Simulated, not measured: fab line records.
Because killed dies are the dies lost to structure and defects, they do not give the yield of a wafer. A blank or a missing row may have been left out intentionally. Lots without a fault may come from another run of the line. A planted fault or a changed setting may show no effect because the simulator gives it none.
Comparing a struck lot with a sound one | flow gf180mcu | 14 steps out of a route of 602
Sound: the wafers L905.4, L905.5, L905.6. Struck: wafer L915.4 (left out: L915.5, L915.6 of the same lot, which were not struck); the cause appears at the end.
For every step that has rows: the tool of each side, followed by ch and its chambers, followed by its first start. Under that, the readings that differ: sound wafers | struck wafers | difference of the means | sigmas: that difference in standard deviations of wafers without a fault.
alike: words and numbers the same on both sides, and readings whose means are apart by under 2 such deviations; not compared: readings that were withheld, readings missing a value for some wafer, numbers with overlapping values and no deviation given by the record, and bounds like >300 which may hide the same value.
A row with sigmas, a row that says differs or no value, or rows on one side alone: a step with any of these is where the two part. When numbers do not overlap yet have no deviation, they are printed without sigmas and do not part them. A reading missing from all wafers of one side parts the sides only when that side holds two or more wafers.

first, 5 steps without rows for these wafers: GF_V4_COAT_09 (resist thk 1000 nm); GF_V4_SOFTBAKE_10 (time 60 s); GF_V4_EXPOSE_11 (exposes mask Via4, target cd 260 nm); GF_V4_PEB_12 (peb time 90 s); GF_V4_DEVELOP_13 (develop time 60 s).
GF_V4_CD_MEAS_14: the cd target is 260 nm.
  sound: cd-sem-01 at day 25 03:07; struck: cd-sem-01 at day 28 13:43
  alike: cd-nm
GF_V4_OVL_MEAS_15:
  sound: overlay-02 at day 25 03:11; struck: overlay-01 at day 28 13:48
  alike: V4_OVL
GF_V4_ETCH_16: etches BARC in N2/H2.
  sound on rie-diel-01 ch 1,2,3, day 25 03:14; struck on rie-diel-01 ch 3, day 28 13:50
  alike: bias-w, drypump-motor-current-A, n2-flow-sccm, oes-product-au, throttle-valve-pct
GF_V4_ETCH_17: etches SiO2 in C4F8/O2/Ar, stops on TiN, target depth 630 nm.
  sound on rie-diel-01 ch 1,2,3; struck on rie-diel-01 ch 3
  alike: bias-w, oes-product-au
GF_V4_STRIP_18: strips in O2/N2.
  sound on plasma-asher-01 ch 0,1, day 25 03:22; struck on plasma-asher-04 ch 0, day 28 13:59
  alike: drypump-motor-current-A, heater-power-w, n2-flow-sccm, oes-product-au
  not compared: rf-hours-counter-h
then, 2 steps without rows for these wafers: GF_V4_STRIP_19 (strips in post etch residue remover, time 1200 s); GF_V4_CLEAN_20 (cleans in DIW).
GF_V4_SPUTTER_21: material Ti, target thk 15 nm, time 80.02 s.
  sound: pvd-sputter-03 at day 25 03:52; struck: pvd-sputter-04 at day 28 14:29
  reading                               | sound             | struck | difference | sigmas
  model.Ti_of_V4_SPUTTER_21.thk-nm (nm) | 15.05 15.06 15.13 | 15.93  | +0.85      |
  alike: throttle-valve-pct
GF_V4_SPUTTER_22: material TiN, target thk 10 nm, time 40 s.
  sound: pvd-sputter-03 at day 25 03:56; struck: pvd-sputter-04 at day 28 14:33
  alike: throttle-valve-pct

== WHERE THEY PART ==
Nowhere in this record.

WHY: the cause the simulator had injected
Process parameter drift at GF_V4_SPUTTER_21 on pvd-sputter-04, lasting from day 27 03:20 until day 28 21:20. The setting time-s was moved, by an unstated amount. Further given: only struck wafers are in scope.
